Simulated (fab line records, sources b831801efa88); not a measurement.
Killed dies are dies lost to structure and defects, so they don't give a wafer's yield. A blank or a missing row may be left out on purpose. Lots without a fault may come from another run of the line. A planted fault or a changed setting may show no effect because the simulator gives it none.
fab line records | flow sky130 | part 2 of 2: steps 43 to 43 of 43
record lots=7 wafers=21 last_day=49
route steps=708 shown FIELD_ISO@11 NWELL@32 DNWELL@35 PWDE@45 PAD_OPEN@708
lots that met no fault: from a run of the same line without faults
start_h: hours from the record's first day to the start of the lot's first wafer shown | wait_h: hours since the lot's step before | " the same as in the row above | L1.1+2: a row that stands for several wafers | - no value, or no start given | * or withheld: withheld | < > ~ a bound
route shown NAME@n: a module of which the file shows steps, and the number in the route of the first | usual: mean/standard deviation of fault-free wafers | same: alike in all rows | chamber/n: place in a boat | sites: the reading at each site | _std_site: their standard deviation | _edge_site: outer sites' mean less inner sites' | radius_mm: how far each site lies from the wafer's centre | mask NAME#n: copy n | behind: the tool/chamber that last shaped the wafer | hold: why the lot was held/for how many hours/how that ended | device: the transistor (n, p or np) that didn't switch | end of line: the same wafers' tests at the end of the route | a step without rows: its recipe alone | killed: dies lost to structure and defects at the first sort, not the wafer's yield | map: a wafer's dies, x killed, . not, _ none there
set.NAME: the setting as run; set.NAME@STEP: as run at that earlier step | model.NAME: the simulator's own value behind a step, which no gauge read
lots at some steps of the route; a table a step, a row a wafer
services: from which hour (start_h, from the record's first day; less than 0 if before it) a tool's chamber was out of use, for how many hours, and why
## steps
# step SKY_PAD_OPEN_PROBE_99
# usual killed_at_M0_to_M3=44/6.5 killed_at_M4_up=3.3/1.9 killed_at_contacts=23/4.7 killed_at_front_end=15/4.5 killed_at_other=0.2/0.52 killed_dies=86/8.9 killed_on_rim=17/3.7 killed_open=47/6.8 killed_short=39/6.1
# same gross_dies=492 killed_at_back_side=0
# columns lot.wafer tool chamber start_h wait_h killed_at_M0_to_M3 killed_at_M4_up killed_at_contacts killed_at_front_end killed_at_other killed_dies killed_on_rim killed_open killed_short
L497.2 prober-02 - 1079.76 0.1 50 3 23 20 1 97 17 56 41
L497.4 prober-02 - 1079.86 0.2 37 5 17 33 0 92 19 63 29
L497.6 prober-02 - 1079.96 0.2 44 4 21 16 0 85 13 39 46
L496.1 prober-01 - 1084.80 0.1 42 3 27 17 0 89 16 58 31
L496.2 prober-01 - 1084.85 0.1 39 2 26 8 0 75 16 41 34
L496.6 prober-01 - 1085.05 0.2 46 3 23 9 0 81 13 48 33
L498.2 prober-01 - 1097.21 0.1 37 2 30 20 0 89 15 52 37
L498.3 prober-01 - 1097.26 0.2 46 1 21 25 0 93 15 54 39
L498.6 prober-01 - 1097.41 0.2 41 7 24 17 0 89 22 48 41
L502.1 prober-02 - 1108.06 0.1 43 1 23 17 0 84 10 49 35
L502.3 prober-02 - 1108.16 0.2 47 3 16 13 0 79 9 43 36
L502.4 prober-02 - 1108.21 0.2 45 3 26 20 0 94 18 56 38
L508.2 prober-02 - 1139.19 0.1 48 3 19 166 0 236 44 53 35
L508.4 prober-02 - 1139.29 0.2 52 1 22 158 0 233 48 44 36
L508.5 prober-02 - 1139.34 0.2 46 0 21 153 0 220 54 48 34
L509.1 prober-01 - 1144.32 0.1 31 2 13 164 1 211 38 38 21
L509.2 prober-01 - 1144.37 0.1 39 3 21 152 0 215 49 42 32
L509.4 prober-01 - 1144.47 0.2 40 2 19 172 0 233 40 40 32
L510.3 prober-01 - 1166.20 0.2 36 4 13 160 0 213 39 32 38
L510.5 prober-01 - 1166.30 0.2 39 1 28 162 0 230 46 50 35
L510.6 prober-01 - 1166.35 0.2 43 7 22 153 0 225 42 43 42
# killed by level:class
L497.2 METAL2:geometric_particle:short=10 VIA1:geometric_particle:open=9 CONTACT:geometric_particle:open=9 VIA2:geometric_particle:open=8 VIA3:geometric_particle:open=8 LI_CONTACT:geometric_particle:open=7 FIELD_ISO:geometric_particle:open=5 METAL1:geometric_particle:short=5
L497.4 POLY_GATE:geometric_particle:open=13 VIA1:geometric_particle:open=10 POLY_GATE:geometric_particle:short=7 CONTACT:geometric_particle:open=7 VIA3:geometric_particle:open=7 VIA2:geometric_particle:open=5 LI_CONTACT:geometric_particle:open=5 FIELD_ISO:geometric_particle:open=4
L497.6 CONTACT:geometric_particle:open=11 VIA1:geometric_particle:open=9 FIELD_ISO:geometric_particle:open=8 VIA1:geometric_particle:short=8 METAL1:geometric_particle:short=7 METAL2:geometric_particle:short=6 VIA2:geometric_particle:short=6 FIELD_ISO:geometric_particle:short=5
L496.1 LI_CONTACT:geometric_particle:open=13 VIA1:geometric_particle:open=11 CONTACT:geometric_particle:short=8 VIA2:geometric_particle:open=8 CONTACT:geometric_particle:open=5 VIA3:geometric_particle:open=5 VIA1:geometric_particle:short=5 FIELD_ISO:geometric_particle:short=4
L496.2 CONTACT:geometric_particle:open=9 LI_CONTACT:geometric_particle:open=8 VIA1:geometric_particle:open=8 VIA3:geometric_particle:open=6 METAL2:geometric_particle:short=6 VIA2:geometric_particle:open=6 CONTACT:geometric_particle:short=5 METAL1:geometric_particle:short=4
L496.6 VIA2:geometric_particle:open=12 VIA1:geometric_particle:open=10 METAL1:geometric_particle:short=9 LI_CONTACT:geometric_particle:open=8 CONTACT:geometric_particle:open=8 LOCAL_INTERCONNECT:geometric_particle:short=4 VIA3:geometric_particle:open=4 METAL4:geometric_particle:short=3
L498.2 CONTACT:geometric_particle:open=18 VIA1:geometric_particle:open=8 METAL1:geometric_particle:short=5 METAL2:geometric_particle:short=5 POLY_GATE:geometric_particle:open=4 SPACER:geometric_particle:open=4 LI_CONTACT:geometric_particle:open=4 LI_CONTACT:geometric_particle:short=4
L498.3 FIELD_ISO:geometric_particle:short=10 VIA1:geometric_particle:open=10 CONTACT:geometric_particle:open=10 VIA2:geometric_particle:open=8 METAL1:geometric_particle:short=8 FIELD_ISO:geometric_particle:open=7 METAL2:geometric_particle:short=5 LI_CONTACT:geometric_particle:open=5
L498.6 VIA1:geometric_particle:open=10 LI_CONTACT:geometric_particle:open=8 CONTACT:geometric_particle:open=7 METAL4:geometric_particle:short=7 FIELD_ISO:geometric_particle:short=6 VIA3:geometric_particle:open=6 FIELD_ISO:geometric_particle:open=5 VIA2:geometric_particle:open=5
L502.1 CONTACT:geometric_particle:open=12 VIA1:geometric_particle:open=10 LI_CONTACT:geometric_particle:open=6 VIA2:geometric_particle:open=6 METAL3:geometric_particle:short=6 VIA3:geometric_particle:open=6 FIELD_ISO:geometric_particle:short=5 METAL1:geometric_particle:short=5
L502.3 VIA1:geometric_particle:open=11 VIA3:geometric_particle:open=8 METAL2:geometric_particle:short=6 METAL1:geometric_particle:short=6 VIA2:geometric_particle:open=6 CONTACT:geometric_particle:open=5 LI_CONTACT:geometric_particle:open=4 CONTACT:geometric_particle:short=4
L502.4 VIA3:geometric_particle:open=10 LI_CONTACT:geometric_particle:open=10 CONTACT:geometric_particle:open=9 POLY_GATE:geometric_particle:short=6 FIELD_ISO:geometric_particle:open=5 METAL2:geometric_particle:short=5 VIA2:geometric_particle:open=5 METAL3:geometric_particle:short=5
L508.2 FIELD_ISO:unspecified=148 VIA2:geometric_particle:open=11 VIA3:geometric_particle:open=9 VIA1:geometric_particle:open=8 FIELD_ISO:geometric_particle:open=5 POLY_GATE:geometric_particle:open=5 LI_CONTACT:geometric_particle:open=5 METAL2:geometric_particle:short=5
L508.4 FIELD_ISO:unspecified=153 VIA2:geometric_particle:open=11 VIA1:geometric_particle:open=11 CONTACT:geometric_particle:open=8 METAL2:geometric_particle:short=8 VIA3:geometric_particle:short=6 LI_CONTACT:geometric_particle:open=5 VIA3:geometric_particle:open=4
L508.5 FIELD_ISO:unspecified=138 VIA1:geometric_particle:open=13 LI_CONTACT:geometric_particle:open=8 METAL2:geometric_particle:short=8 VIA2:geometric_particle:open=8 CONTACT:geometric_particle:short=6 VIA3:geometric_particle:open=6 FIELD_ISO:geometric_particle:short=5
L509.1 FIELD_ISO:unspecified=152 VIA1:geometric_particle:open=8 LI_CONTACT:geometric_particle:open=6 VIA2:geometric_particle:open=6 METAL1:geometric_particle:short=5 VIA3:geometric_particle:open=5 CONTACT:geometric_particle:short=3 SPACER:geometric_particle:open=3
L509.2 FIELD_ISO:unspecified=141 VIA2:geometric_particle:open=10 CONTACT:geometric_particle:open=7 VIA3:geometric_particle:open=7 METAL1:geometric_particle:short=6 LI_CONTACT:geometric_particle:open=5 VIA1:geometric_particle:open=5 LOCAL_INTERCONNECT:geometric_particle:short=4
L509.4 FIELD_ISO:unspecified=161 VIA2:geometric_particle:open=8 CONTACT:geometric_particle:open=7 VIA3:geometric_particle:open=6 METAL1:geometric_particle:short=6 METAL2:geometric_particle:short=6 VIA1:geometric_particle:open=5 POLY_GATE:geometric_particle:open=4
L510.3 FIELD_ISO:unspecified=143 VIA1:geometric_particle:short=8 VIA1:geometric_particle:open=7 FIELD_ISO:geometric_particle:short=6 FIELD_ISO:geometric_particle:open=6 METAL2:geometric_particle:short=6 VIA2:geometric_particle:open=6 LI_CONTACT:geometric_particle:open=5
L510.5 FIELD_ISO:unspecified=145 CONTACT:geometric_particle:open=10 LI_CONTACT:geometric_particle:open=8 METAL2:geometric_particle:short=7 VIA3:geometric_particle:open=7 VIA1:geometric_particle:short=5 VIA2:geometric_particle:open=5 LOCAL_INTERCONNECT:geometric_particle:short=4
L510.6 FIELD_ISO:unspecified=140 VIA1:geometric_particle:open=9 VIA2:geometric_particle:open=9 CONTACT:geometric_particle:open=8 VIA1:geometric_particle:short=7 LI_CONTACT:geometric_particle:open=6 LOCAL_INTERCONNECT:geometric_particle:short=5 METAL4:geometric_particle:short=5
# map L508.2 (x killed, . not)
__________x.xxx.xx.x_________
________xxx..x...x...._______
______.xx.....xx.x.xx..x_____
_____.x.xx.xxx....x..xxx.____
____..x..xxxx.....x.xx..x.___
___xxxx.xxx..xxxxxx....x...__
__.x...xx.x.xx.xxxxx...xxx.._
_x.x.xxx..xx.xx..x....xx..xx.
_.....xxx..xx.xx.xx...x.xx...
_.x.x.xx..xxxx..x.xx.xxx.xxxx
_x.xx....xx..x....x.xx....x..
_.x....x.xx.xx..xx.....xxx...
_x..xx.xxxxx...xx....xxx....x
_......x.x...x.x...xxxx.x.xx.
_.x......xx.x..x..x..x.xx.x..
__..xx.x.xx.xxx..x...x..xx.._
___.xxx.x.x.xxxxx..xxx...x.__
____x......x.xx.xx.x..x..x___
_____..xxxx..x..x.xx..x..____
______xxxxxx.....x..x.x._____
________x.xxxxxx.x.x.x_______
__________..xxxxx.x._________
# map L509.4 (x killed, . not)
__________.x.xxx.x.._________
________..xxxx...xxx.._______
______.xx.xx..xx.x.xxxx._____
_____..x..x....xxx..x.x..____
____.xx.x..x..x.x.xxxxxxx.___
___.....x.x..x..x..xxx..x..__
__x..x..x.xx..x....x..x.xxxx_
_..xx....x..xxx.x.xx..x.xx...
_.xxxx...x...x.....xxxx...x..
_x...xxxxx..x....x..xx..x.x..
_xx....x....xx....x.xxx.xx...
_x...xxxx.x..xxx..xx..x.x.xx.
_.xxxx.xxxxxxx.xx....xxx.x..x
_xx.xx.x.xxx.x....x.xxxxx.xx.
_.........xxx....xxx..x.xx...
__x.x..x........x.xx....xxx._
___xxxx....x.xxxx...xxxxxx.__
____x..xx...xxxx..x.xxxx.x___
_____..x..xxx..xx..x.xxx.____
______x.x.xx.x.xxx.....x_____
________x......x...x.._______
__________x...xxxxx._________
## services
# columns tool chamber start_h hours kind
rie_si-02 - 25.55 0.7 repair
rie_diel-04 2 36.50 19.5 repair
furnace-01 - 39.95 3.0 pm
plasma_asher-01 - 44.83 2.3 repair
rie_si-02 0 49.22 1.2 repair
rie_diel-02 0 49.30 11.6 repair
rie_si-01 2 56.78 11.5 repair
rie_diel-04 2 58.11 8.8 repair
cmp-01 - 64.03 4.0 pm
cmp-02 - 69.30 2.6 repair
plasma_asher-03 - 79.56 28.6 repair
cmp-01 - 91.08 0.9 repair
plasma_asher-01 - 92.40 3.8 repair
furnace-02 - 103.13 5.0 pm
rie_diel-01 1 107.54 8.1 repair
cmp-01 - 108.17 1.5 repair
plasma_asher-03 - 108.75 9.0 pm
rie_diel-04 - 109.91 4.3 pm
rie_si-01 2 112.09 9.6 repair
plasma_asher-02 - 114.53 4.2 repair
rie_si-01 - 124.26 2.9 repair
plasma_asher-03 - 143.52 16.6 pm
rie_si-01 1 146.45 3.5 repair
cmp-02 - 147.39 2.4 repair
## key
first_sign step=SKY_PAD_OPEN_PROBE_99 reading=killed_at_front_end direction=up sigmas=32 usual=15 struck=160
effect step=SKY_PAD_OPEN_PROBE_99 reading=killed_dies direction=up sigmas=16 usual=86 struck=224
met_at SKY_FIELD_ISO_OXIDATION_22
struck_wafers L508.2,L508.4,L508.5,L509.1,L509.2,L509.4,L510.3,L510.5,L510.6
tester_left_out L508,L509,L510
onset_between 67.21 96.70
also_fits time
fault kind=chamber_particle_source tool=furnace-02 chamber=- onset_h=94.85 steps=SKY_FIELD_ISO_OXIDATION_22 rate_per_visit_cm2=0.75527 end_h=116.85
# tester_left_out: of these lots the tester's yield and bins aren't shown, on N5 and GAA mostly nor the transistor test; their killed dies are dies lost to structure and defects alone, not to doping, threshold or leakage, so they don't give the yield
